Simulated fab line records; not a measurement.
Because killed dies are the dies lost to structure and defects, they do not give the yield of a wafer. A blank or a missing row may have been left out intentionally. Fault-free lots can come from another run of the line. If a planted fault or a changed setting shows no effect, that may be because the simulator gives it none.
The tool behind it: which one? || flow gf180mcu || Sampling: 12 lots, 36 wafers, 5 of 602 route steps

## WHAT EACH GAUGE READ, for each wafer
GF_V3_CD_MEAS_14: target cd 260 nm.
{"lot": "L825", "measured": "day 22 09:31", "on": "cd-sem-02", "cd-nm (nm)": "259.6 257.9 258.9"}
{"lot": "L827", "measured": "day 23 15:06", "on": "cd-sem-01", "cd-nm (nm)": "260.1 260.7 260.7"}
{"lot": "L828", "measured": "day 23 18:19", "on": "cd-sem-02", "cd-nm (nm)": "258.6 258.7 259.3"}
{"lot": "L829", "measured": "day 24 04:53", "on": "cd-sem-01", "cd-nm (nm)": "260.7 261.2 259.8"}
{"lot": "L830", "measured": "day 24 12:31", "on": "cd-sem-02", "cd-nm (nm)": "258.2 259.3 258.9"}
{"lot": "L832", "measured": "day 25 02:16", "on": "cd-sem-02", "cd-nm (nm)": "258.2 258.3 259.2"}
{"lot": "L841", "measured": "day 27 16:52", "on": "cd-sem-01", "cd-nm (nm)": "260.2 260.5 261.1"}
{"lot": "L842", "measured": "day 28 08:28", "on": "cd-sem-02", "cd-nm (nm)": "259.7 259.4 259.3"}
{"lot": "L844", "measured": "day 29 04:04", "on": "cd-sem-02", "cd-nm (nm)": "259.9 258.1 258.8"}
{"lot": "L846", "measured": "day 29 08:26", "on": "cd-sem-01", "cd-nm (nm)": "258.0 258.6 258.8"}
{"lot": "L847", "measured": "day 29 21:59", "on": "cd-sem-01", "cd-nm (nm)": "259.5 260.3 260.1"}
{"lot": "L848", "measured": "day 30 05:11", "on": "cd-sem-02", "cd-nm (nm)": "261.1 259.9 261.6"}

GF_M4_CD_MEAS_14: target cd 280 nm.
{"lot": "L825", "measured": "day 23 10:46", "on": "cd-sem-02", "cd-nm (nm)": "279.1 279.1 278.8"}
{"lot": "L827", "measured": "day 24 15:24", "on": "cd-sem-02", "cd-nm (nm)": "280.9 280.2 280.6"}
{"lot": "L828", "measured": "day 24 18:04", "on": "cd-sem-01", "cd-nm (nm)": "280.1 278.8 280.6"}
{"lot": "L829", "measured": "day 25 04:23", "on": "cd-sem-02", "cd-nm (nm)": "279.6 280.3 280.1"}
{"lot": "L830", "measured": "day 25 11:43", "on": "cd-sem-02", "cd-nm (nm)": "283.0 282.7 282.0"}
{"lot": "L832", "measured": "day 26 00:43", "on": "cd-sem-02", "cd-nm (nm)": "252.8 278.5 252.2 253.1 278.2 252.1"}
{"lot": "L841", "measured": "day 28 14:01", "on": "cd-sem-02", "cd-nm (nm)": "281.7 281.4 281.8"}
{"lot": "L842", "measured": "day 29 05:14", "on": "cd-sem-02", "cd-nm (nm)": "279.6 279.5 279.5"}
{"lot": "L844", "measured": "day 30 00:49", "on": "cd-sem-02", "cd-nm (nm)": "281.6 281.3 282.2"}
{"lot": "L846", "measured": "day 30 04:38", "on": "cd-sem-01", "cd-nm (nm)": "280.8 280.5 279.9"}
{"lot": "L847", "measured": "day 30 18:20", "on": "cd-sem-01", "cd-nm (nm)": "281.1 281.0 283.3"}
{"lot": "L848", "measured": "day 31 00:49", "on": "cd-sem-01", "cd-nm (nm)": "281.4 281.5 283.3"}

## WHICH TOOL RAN EACH LOT (tool, then ch and the chambers of the sampled wafers, then the start)
{"lot": "L825", "GF_V3_CMP_04": "cmp-02 ch 0,2, day 21 09:14", "GF_V3_ETCH_17": "rie-diel-02 ch 2,3, day 22 23:01 or earlier", "GF_M4_EXPOSE_11": "krf-scanner-02 ch 0, day 22 23:01"}
{"lot": "L827", "GF_V3_CMP_04": "cmp-01 ch 1,3, day 22 16:10", "GF_V3_ETCH_17": "rie-diel-01 ch 2,3, day 24 04:03 or earlier", "GF_M4_EXPOSE_11": "krf-scanner-01 ch 0, day 24 04:03"}
{"lot": "L828", "GF_V3_CMP_04": "cmp-02 ch 2,3, day 22 18:46", "GF_V3_ETCH_17": "rie-diel-02 ch 1,2,3, day 24 07:43 or earlier", "GF_M4_EXPOSE_11": "krf-scanner-01 ch 0, day 24 07:43"}
{"lot": "L829", "GF_V3_CMP_04": "cmp-01 ch 0,1,3, day 23 05:23", "GF_V3_ETCH_17": "rie-diel-03 ch 0,1, day 24 17:47 or earlier", "GF_M4_EXPOSE_11": "krf-scanner-02 ch 0, day 24 17:47"}
{"lot": "L830", "GF_V3_CMP_04": "cmp-01 ch 1,2,3, day 23 13:58", "GF_V3_ETCH_17": "rie-diel-02 ch 1,2,3, day 25 00:36 or earlier", "GF_M4_EXPOSE_11": "krf-scanner-02 ch 0, day 25 00:36"}
{"lot": "L832", "GF_V3_CMP_04": "cmp-02 ch 0,3, day 24 04:20", "GF_V3_ETCH_17": "rie-diel-03 ch 0,1,2, day 25 14:49 or earlier", "GF_M4_EXPOSE_11": "krf-scanner-02 ch 0, day 25 14:49"}
{"lot": "L841", "GF_V3_CMP_04": "cmp-01 ch 0,2,3, day 26 20:32", "GF_V3_ETCH_17": "rie-diel-03 ch 0,1,3, day 28 04:32 or earlier", "GF_M4_EXPOSE_11": "krf-scanner-01 ch 0, day 28 04:32"}
{"lot": "L842", "GF_V3_CMP_04": "cmp-01 ch 2,3, day 27 11:58", "GF_V3_ETCH_17": "rie-diel-02 ch 1,3, day 28 19:49 or earlier", "GF_M4_EXPOSE_11": "krf-scanner-02 ch 0, day 28 19:49"}
{"lot": "L844", "GF_V3_CMP_04": "cmp-01 ch 1,2, day 28 07:58", "GF_V3_ETCH_17": "rie-diel-03 ch 0,2,3, day 29 15:07 or earlier", "GF_M4_EXPOSE_11": "krf-scanner-02 ch 0, day 29 15:07"}
{"lot": "L846", "GF_V3_CMP_04": "cmp-02 ch 0,1,2, day 28 12:19", "GF_V3_ETCH_17": "rie-diel-03 ch 1,2, day 29 19:30 or earlier", "GF_M4_EXPOSE_11": "krf-scanner-02 ch 0, day 29 19:30"}
{"lot": "L847", "GF_V3_CMP_04": "cmp-01 ch 1,2,3, day 29 02:08", "GF_V3_ETCH_17": "rie-diel-03 ch 0,1,2, day 30 09:26 or earlier", "GF_M4_EXPOSE_11": "krf-scanner-01 ch 0, day 30 09:26"}
{"lot": "L848", "GF_V3_CMP_04": "cmp-01 ch 1,2, day 29 09:45", "GF_V3_ETCH_17": "rie-diel-03 ch 0,1,3, day 30 15:59 or earlier", "GF_M4_EXPOSE_11": "krf-scanner-02 ch 0, day 30 15:59"}
- GF_V3_CMP_04: polishes SiO2.
- GF_V3_ETCH_17: etches SiO2 in C4F8/O2/Ar, stops on TiN, target depth 635 nm.
- GF_M4_EXPOSE_11: exposes mask Metal4, target cd 280 nm.

## AS READ BY THE TOOLS THEMSELVES (means over the sampled wafers that have a number; for cases with no such wafer, the mark the record gives instead)
GF_V3_CMP_04.
{"lot": "L825", "tool": "cmp-02", "edge-zone-pressure-frac": 1.005, "motor-current-A (A)": 12.4, "slurry-filter-dp-kPa (kPa)": 13.50, "time-to-endpoint-s (s)": 76}
{"lot": "L827", "tool": "cmp-01", "edge-zone-pressure-frac": 1.002, "motor-current-A (A)": 12.4, "slurry-filter-dp-kPa (kPa)": 13.54, "time-to-endpoint-s (s)": 84}
{"lot": "L828", "tool": "cmp-02", "edge-zone-pressure-frac": 1.003, "motor-current-A (A)": 12.3, "slurry-filter-dp-kPa (kPa)": 13.36, "time-to-endpoint-s (s)": 87}
{"lot": "L829", "tool": "cmp-01", "edge-zone-pressure-frac": 0.998, "motor-current-A (A)": 12.6, "slurry-filter-dp-kPa (kPa)": 13.42, "time-to-endpoint-s (s)": 85}
{"lot": "L830", "tool": "cmp-01", "edge-zone-pressure-frac": 1.000, "motor-current-A (A)": 12.5, "slurry-filter-dp-kPa (kPa)": 13.58, "time-to-endpoint-s (s)": 84}
{"lot": "L832", "tool": "cmp-02", "edge-zone-pressure-frac": 0.999, "motor-current-A (A)": 12.9, "slurry-filter-dp-kPa (kPa)": 13.43, "time-to-endpoint-s (s)": 81}
{"lot": "L841", "tool": "cmp-01", "edge-zone-pressure-frac": 1.001, "motor-current-A (A)": 11.9, "slurry-filter-dp-kPa (kPa)": 13.39, "time-to-endpoint-s (s)": 76}
{"lot": "L842", "tool": "cmp-01", "edge-zone-pressure-frac": 1.001, "motor-current-A (A)": 12.6, "slurry-filter-dp-kPa (kPa)": 13.59, "time-to-endpoint-s (s)": 78}
{"lot": "L844", "tool": "cmp-01", "edge-zone-pressure-frac": 1.003, "motor-current-A (A)": 12.2, "slurry-filter-dp-kPa (kPa)": 13.65, "time-to-endpoint-s (s)": 82}
{"lot": "L846", "tool": "cmp-02", "edge-zone-pressure-frac": 1.003, "motor-current-A (A)": 12.4, "slurry-filter-dp-kPa (kPa)": 13.55, "time-to-endpoint-s (s)": 78}
{"lot": "L847", "tool": "cmp-01", "edge-zone-pressure-frac": 0.994, "motor-current-A (A)": 12.2, "slurry-filter-dp-kPa (kPa)": 13.45, "time-to-endpoint-s (s)": 81}
{"lot": "L848", "tool": "cmp-01", "edge-zone-pressure-frac": 1.000, "motor-current-A (A)": 12.3, "slurry-filter-dp-kPa (kPa)": 13.51, "time-to-endpoint-s (s)": 83}

GF_V3_ETCH_17.
{"lot": "L825", "tool": "rie-diel-02", "oes-product-au (a.u.)": 0.859}
{"lot": "L827", "tool": "rie-diel-01", "oes-product-au (a.u.)": 0.856}
{"lot": "L828", "tool": "rie-diel-02", "oes-product-au (a.u.)": 0.863}
{"lot": "L829", "tool": "rie-diel-03", "oes-product-au (a.u.)": 0.858}
{"lot": "L830", "tool": "rie-diel-02", "oes-product-au (a.u.)": 0.860}
{"lot": "L832", "tool": "rie-diel-03", "oes-product-au (a.u.)": 0.854}
{"lot": "L841", "tool": "rie-diel-03", "oes-product-au (a.u.)": 0.857}
{"lot": "L842", "tool": "rie-diel-02", "oes-product-au (a.u.)": 0.850}
{"lot": "L844", "tool": "rie-diel-03", "oes-product-au (a.u.)": 0.854}
{"lot": "L846", "tool": "rie-diel-03", "oes-product-au (a.u.)": 0.854}
{"lot": "L847", "tool": "rie-diel-03", "oes-product-au (a.u.)": 0.855}
{"lot": "L848", "tool": "rie-diel-03", "oes-product-au (a.u.)": 0.857}

GF_M4_EXPOSE_11.
{"lot": "L825", "tool": "krf-scanner-02", "exposure-dose-mJ-cm2": 28.04, "stage-vel-mm-s (mm/s)": 500.22}
{"lot": "L827", "tool": "krf-scanner-01", "exposure-dose-mJ-cm2": 27.97, "stage-vel-mm-s (mm/s)": 499.97}
{"lot": "L828", "tool": "krf-scanner-01", "exposure-dose-mJ-cm2": 28.03, "stage-vel-mm-s (mm/s)": 499.77}
{"lot": "L829", "tool": "krf-scanner-02", "exposure-dose-mJ-cm2": 27.98, "stage-vel-mm-s (mm/s)": 499.96}
{"lot": "L830", "tool": "krf-scanner-02", "exposure-dose-mJ-cm2": 27.99, "stage-vel-mm-s (mm/s)": 500.06}
{"lot": "L832", "tool": "krf-scanner-02", "exposure-dose-mJ-cm2": 27.98, "stage-vel-mm-s (mm/s)": 500.08}
{"lot": "L841", "tool": "krf-scanner-01", "exposure-dose-mJ-cm2": 27.98, "stage-vel-mm-s (mm/s)": 500.04}
{"lot": "L842", "tool": "krf-scanner-02", "exposure-dose-mJ-cm2": 28.00, "stage-vel-mm-s (mm/s)": 499.65}
{"lot": "L844", "tool": "krf-scanner-02", "exposure-dose-mJ-cm2": 27.95, "stage-vel-mm-s (mm/s)": 499.99}
{"lot": "L846", "tool": "krf-scanner-02", "exposure-dose-mJ-cm2": 28.03, "stage-vel-mm-s (mm/s)": 499.83}
{"lot": "L847", "tool": "krf-scanner-01", "exposure-dose-mJ-cm2": 28.00, "stage-vel-mm-s (mm/s)": 499.93}
{"lot": "L848", "tool": "krf-scanner-02", "exposure-dose-mJ-cm2": 27.99, "stage-vel-mm-s (mm/s)": 500.16}

## THE ANSWER, worked out from the rows above alone
Rule: usual is defined by the lots themselves. The widest of any qualifying gaps counts: lots, ordered by their means at a reading, are off when they make up no more than a third of the lots, leave a main group of 4 or more, and stand apart from it by 3 or more times the standard deviation of that group's means. A main group whose means are all the same, to the digits that the tables above print for the reading, isn't used. Also off: a lot with no number at a reading for which 4 or more lots have one. All remaining lots with rows at the step are treated as sound. The gauges are gone through in route order, then the tools' own readings, and for those a lot's mean is taken as printed above. The first step at which some lot is off is used, and at that step the reading that is off furthest; a lot without a number counts as furthest.
Off: L832 (GF_M4_CD_MEAS_14, cd-nm). Mean 280.8 nm and standard deviation 1.1 in the main group.
A tool fits if, at a process step before that reading, it ran every lot that is off, and no sound lot after the first of them. Those tools and the gauges at GF_M4_CD_MEAS_14 are tried in the same way. Because GF_V3_ETCH_17 lacks a start for some lots, the hours and order of its lots are taken from GF_M4_EXPOSE_11. No candidate that was tried fits.

## WHAT THE SIMULATOR HAD INSERTED
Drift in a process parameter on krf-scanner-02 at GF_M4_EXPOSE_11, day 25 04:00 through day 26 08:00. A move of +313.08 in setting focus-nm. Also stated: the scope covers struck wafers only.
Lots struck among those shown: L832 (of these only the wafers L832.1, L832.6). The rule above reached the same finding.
